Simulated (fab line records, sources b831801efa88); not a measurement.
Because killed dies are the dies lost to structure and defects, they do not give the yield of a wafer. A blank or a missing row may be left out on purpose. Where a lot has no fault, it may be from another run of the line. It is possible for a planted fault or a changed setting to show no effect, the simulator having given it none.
Which of the tools did it? | flow sfq-line | route of 325 steps, sampled at 1 step: 15 lots, 45 wafers

## WHAT THE GAUGES SHOWED, per wafer
The record lacks any reading of a measuring or inspecting step that a usual standard deviation could be used to judge.

## WHICH TOOL RAN EACH LOT (tool, then ch and the chambers of the sampled wafers, then the start)
lot  | SFQ_TRILAYER_M5_LITHO_EXPOSE_124
L110 | krf-scanner-02 ch 0, day 58 11:04
L111 | krf-scanner-02 ch 0, day 58 13:28
L112 | krf-scanner-02 ch 0, day 58 14:52
L116 | krf-scanner-02 ch 0, day 59 10:16
L122 | krf-scanner-02, day 61 14:40
L123 | krf-scanner-02, day 61 23:28
L124 | krf-scanner-02, day 62 02:52
L125 | krf-scanner-02 ch 0, day 62 07:40
L127 | krf-scanner-02 ch 0, day 64 04:16
L128 | krf-scanner-02 ch 0, day 64 09:52
L129 | krf-scanner-02 ch 0, day 65 00:16
L130 | krf-scanner-02 ch 0, day 68 20:04
L131 | krf-scanner-02 ch 0, day 69 03:16
L132 | krf-scanner-02 ch 0, day 69 05:52
L133 | krf-scanner-02 ch 0, day 69 09:28
- SFQ_TRILAYER_M5_LITHO_EXPOSE_124: exposes mask M5, target cd 700 nm.

## WHAT THE TOOLS THEMSELVES READ (means of the sampled wafers that have a number; where no wafer has one, the mark that the record gives instead)
SFQ_TRILAYER_M5_LITHO_EXPOSE_124.
lot  | tool           | exposure-dose-mJ-cm2 | focus-offset-nm (nm)
L110 | krf-scanner-02 | 14.394               | 0.4
L111 | krf-scanner-02 | 14.394               | -0.8
L112 | krf-scanner-02 | 14.393               | 0.7
L116 | krf-scanner-02 | 14.431               | 0.6
L122 | krf-scanner-02 | -                    | -
L123 | krf-scanner-02 | -                    | -
L124 | krf-scanner-02 | -                    | -
L125 | krf-scanner-02 | 14.401               | -0.4
L127 | krf-scanner-02 | 14.412               | 0.0
L128 | krf-scanner-02 | 14.413               | -0.3
L129 | krf-scanner-02 | 14.400               | -0.6
L130 | krf-scanner-02 | 14.405               | -0.2
L131 | krf-scanner-02 | 14.407               | -0.0
L132 | krf-scanner-02 | 14.400               | 0.3
L133 | krf-scanner-02 | 14.397               | 0.0

## THE ANSWER, worked out from the rows above alone
Rule: usual is defined by the lots themselves. The widest of any qualifying gaps counts: lots, ordered by their means at a reading, are off when they make up no more than a third of the lots, leave a main group of 4 or more, and stand apart from it by 3 or more times the standard deviation of that group's means. A main group whose means are all the same, to the digits that the tables above print for the reading, isn't used. A lot without any number at a reading at which 4 lots or more have one is off too. All remaining lots with rows at the step are treated as sound. The gauges are gone through in route order, then the tools' own readings, and for those a lot's mean is taken as printed above. At the first step where some lot is off, the reading lying furthest off is the one used; lots without a number count as furthest.
Off, at SFQ_TRILAYER_M5_LITHO_EXPOSE_124 on exposure-dose-mJ-cm2: L122, L123, L124. Without a number there: L122, L123, L124. The main group: mean 14.404, standard deviation 0.01.
A tool fits if, at that step or a process step before it, it ran every lot that is off, and no sound lot after the first of them. Not one of the candidates tried fits.

## WHAT HAD BEEN PUT IN BY THE SIMULATOR
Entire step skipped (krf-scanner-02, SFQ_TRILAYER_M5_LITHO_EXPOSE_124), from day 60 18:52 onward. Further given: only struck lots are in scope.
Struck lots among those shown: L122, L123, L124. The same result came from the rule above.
